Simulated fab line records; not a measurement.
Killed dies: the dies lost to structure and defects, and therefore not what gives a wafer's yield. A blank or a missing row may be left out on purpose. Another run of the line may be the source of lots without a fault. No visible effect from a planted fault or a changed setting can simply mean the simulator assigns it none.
Split-lot experiment | flow gf180mcu | 23 wafers read from 5 lots, route of 602 steps

SPLIT DETAILS
At GF_V2_CMP_04 (polishes SiO2), the setting leave above ref nm was moved away from the recipe's 632.5 nm on 7 of the 23 wafers read, by -3.0% to +6.5%. This setting was run at the recipe's value on the other wafers.

The split's own step is where the reading is taken.

THE READING
SiO2_of_V2_CVD_02.thk nm (the simulator's own value, which no gauge read), in nm, at GF_V2_CMP_04 (polishes SiO2). The file gives no usual value for it. Across the 16 wafers here that went through the recipe, the average is 632.0 nm and the standard deviation 1 nm.

wafer  | tool, chamber at the split | leave above ref nm as run, nm | against the recipe | SiO2_of_V2_CVD_02.thk nm, nm | against lot-mates on the recipe
L076.4 | cmp-01, 0                  | 632.5                         | recipe             | 630.9                        | -
L076.3 | cmp-01, 3                  | 632.5                         | recipe             | 632.9                        | -
L076.6 | cmp-01, 1                  | 632.5                         | recipe             | 631.7                        | -
L075.1 | cmp-01, 1                  | 632.5                         | recipe             | 630.6                        | -
L075.4 | cmp-01, 2                  | 632.5                         | recipe             | 631.3                        | -
L075.3 | cmp-01, 3                  | 632.5                         | recipe             | 632.5                        | -
L075.6 | cmp-01, 0                  | 632.5                         | recipe             | 631.8                        | -
L075.5 | cmp-01, 1                  | 632.5                         | recipe             | 632.9                        | -
L079.2 | cmp-01, 1                  | 673.8                         | +6.5%              | 673.4                        | +41.7
L079.3 | cmp-01, 2                  | 673.8                         | +6.5%              | 673.2                        | +41.5
L079.4 | cmp-01, 0                  | 632.5                         | recipe             | 631.1                        | -
L079.6 | cmp-01, 1                  | 673.8                         | +6.5%              | 673                          | +41.3
L079.5 | cmp-01, 2                  | 632.5                         | recipe             | 632.2                        | -
L083.1 | cmp-01, 2                  | 632.5                         | recipe             | 630.4                        | -
L083.2 | cmp-01, 3                  | 632.5                         | recipe             | 633.2                        | -
L083.3 | cmp-01, 0                  | 665.9                         | +5.3%              | 664                          | +32.4
L083.6 | cmp-01, 1                  | 665.9                         | +5.3%              | 663.7                        | +32.1
L083.5 | cmp-01, 2                  | 632.5                         | recipe             | 631.1                        | -
L084.1 | cmp-02, 3                  | 613.4                         | -3.0%              | 613.1                        | -20.2
L084.3 | cmp-02, 0                  | 632.5                         | recipe             | 633.4                        | -
L084.2 | cmp-02, 1                  | 613.4                         | -3.0%              | 614.3                        | -19.0
L084.4 | cmp-02, 2                  | 632.5                         | recipe             | 632.8                        | -
L084.6 | cmp-02, 0                  | 632.5                         | recipe             | 633.8                        | -

FIT RESULTS
A straight line over all 23 wafers: SiO2_of_V2_CVD_02.thk nm changes by +6.2 nm for each +1% of leave above ref nm; r = +1.00; the points scatter about the line by 1 nm.
The same after taking each lot's own level away (the mean of its wafers on the recipe; 23 wafers): +6.32 nm for each +1%; r = +1.00; scatter 0.83 nm.
That fit puts the effect of the largest move of leave above ref nm on the reading at 41 nm.
The span of the lots' own levels, 631.57 to 633.33 nm, comes to 1.7 times the standard deviation stated above.
So the lot-to-lot level changes the slope little: the two slopes agree.
Check: with one of the wafers moved furthest among these (+6.5%) left out of the fit, the line predicts +41 nm for it against its lot-mates. It came out at +41.7 nm against them.
Tool readings at the split's step, against how far the setting was moved: time to endpoint s r = -0.89.

ADDITIONAL SPLITS CARRIED BY THESE WAFERS
Other splits were also applied to these wafers ahead of the reading. Each is held against what the fit with the lots' levels taken away leaves over:
other split on the same wafers        | wafers away from the commonest value | r with SiO2_of_V2_CVD_02.thk nm (lot level and that fit taken away)
GF_VT_IMPLANT_STRIP_31 pressure mtorr | 5                                    | +0.18
GF_POLY_GATE_COAT_05 resist thk nm    | 10                                   | -0.19
GF_POLY_GATE_ETCH_13 over etch frac   | 8                                    | +0.00
GF_HV_LDD_DEVELOP_30 develop time s   | 8                                    | -0.11
GF_HV_LDD_IMPLANT_48 energy kev       | 4                                    | +0.42
GF_CONTACT_CMP_04 leave above ref nm  | 7                                    | -0.24
GF_CONTACT_ETCH_16 source w           | 3                                    | +0.06
GF_M1_SPUTTER_00 power w              | 9                                    | +0.47
GF_M1_SPUTTER_01 power w              | 6                                    | -0.04
GF_V1_COAT_09 resist thk nm           | 5                                    | -0.02
GF_M2_SPUTTER_04 time s               | 6                                    | +0.05

THE WHOLE CHAIN: every reading that the file lists as answering this split, in the file's order
step         | what it does  | reading                                                                   | change (the file's fit)              | r (the file's)
GF_V2_CMP_04 | polishes SiO2 | time to endpoint s                                                        | withheld for each +1% of the setting | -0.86
GF_V2_CMP_04 | polishes SiO2 | SiO2_of_V2_CVD_02.thk nm (the simulator's own value, which no gauge read) | +6.29 nm for each +1% of the setting | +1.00

THE FILE'S OWN FIT
SiO2_of_V2_CVD_02.thk nm changes by +6.29 nm for each +1% of leave above ref nm, r = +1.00.
